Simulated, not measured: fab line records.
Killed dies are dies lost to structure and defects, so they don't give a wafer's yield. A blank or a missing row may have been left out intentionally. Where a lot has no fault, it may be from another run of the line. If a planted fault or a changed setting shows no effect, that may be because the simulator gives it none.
Which of the tools did it?	flow gf180mcu	7 lots with 21 wafers sampled at 4 steps, on a route of 602 steps

== WHAT THE GAUGES SHOWED, per wafer ==
GF_V1_OVL_MEAS_15.
lot	measured	on	V1_OVL (nm)
L855	day 19 05:59	overlay-02	9 -4 2
L857	day 20 05:11	overlay-01	-6 -6 -4
L859	day 21 06:26	overlay-01	3 2 -3
L861	day 22 00:58	overlay-02	8 9 6
L865	day 22 22:05	overlay-01	1 -4 -5
L868	day 24 07:47	overlay-01	- - -
L870	day 24 16:47	overlay-02	- - -

== TOOL THAT RAN EACH LOT (tool first, then ch and the chambers of the sampled wafers, then the start) ==
lot	GF_M1_METAL_ETCH_16	GF_M1_STRIP_17	GF_V1_PEB_12
L855	rie-metal-02 ch 0, day 18 04:52	plasma-asher-03 ch 0, day 18 04:59	litho-track-03 ch 0, day 19 05:31
L857	rie-metal-04 ch 0,1, day 19 03:01	plasma-asher-04 ch 0,1, day 19 03:08	litho-track-03 ch 0, day 20 04:43
L859	rie-metal-04 ch 0,1, day 20 05:04	plasma-asher-04 ch 0,1, day 20 05:11	litho-track-02 ch 0, day 21 05:58
L861	rie-metal-03 ch 0,1, day 20 23:04	plasma-asher-04 ch 0,1, day 20 23:11	litho-track-04 ch 0, day 22 00:30
L865	rie-metal-04 ch 1, day 21 21:20	plasma-asher-02 ch 0,1, day 21 21:27	litho-track-03 ch 0, day 22 21:37
L868	rie-metal-04 ch 0,1, day 23 07:10	plasma-asher-03 ch 0,1, day 23 07:17	litho-track-04, day 24 07:20
L870	rie-metal-04 ch 0,1, day 23 16:25	plasma-asher-03 ch 0,1, day 23 16:32	litho-track-04, day 24 16:22
- GF_M1_METAL_ETCH_16: etches the open film in Cl2/BCl3, stops on SiO2, target depth 750.8 nm, time 125.1 s.
- GF_M1_STRIP_17: strips in O2/N2.
- GF_V1_PEB_12: peb time 90 s.

== THE ANSWER, worked out from the rows above alone ==
Rule: usual is defined by the lots themselves. The widest of any qualifying gaps counts: lots, ordered by their means at a reading, are off when they make up no more than a third of the lots, leave a main group of 4 or more, and stand apart from it by 3 or more times the standard deviation of that group's means. The tables above print the reading to a certain number of digits; a main group whose means all agree to those digits is not used. A lot without any number at a reading at which 4 lots or more have one is off too. Where the step has rows for the other lots, those lots are counted as sound.
Off: at GF_V1_OVL_MEAS_15 (V1_OVL), L868, L870. Without a number there: L868, L870. Main group: mean 1 nm, sd 4.4.
If a tool, at a process step before that reading, ran all the lots that are off and no sound lot after the first of them, it fits. The gauges at GF_V1_OVL_MEAS_15 are tried like those tools. Can't be told from this: 3 tools fit, rie-metal-04 at GF_M1_METAL_ETCH_16, plasma-asher-03 at GF_M1_STRIP_17, litho-track-04 at GF_V1_PEB_12.

== WHAT THE SIMULATOR PUT IN ==
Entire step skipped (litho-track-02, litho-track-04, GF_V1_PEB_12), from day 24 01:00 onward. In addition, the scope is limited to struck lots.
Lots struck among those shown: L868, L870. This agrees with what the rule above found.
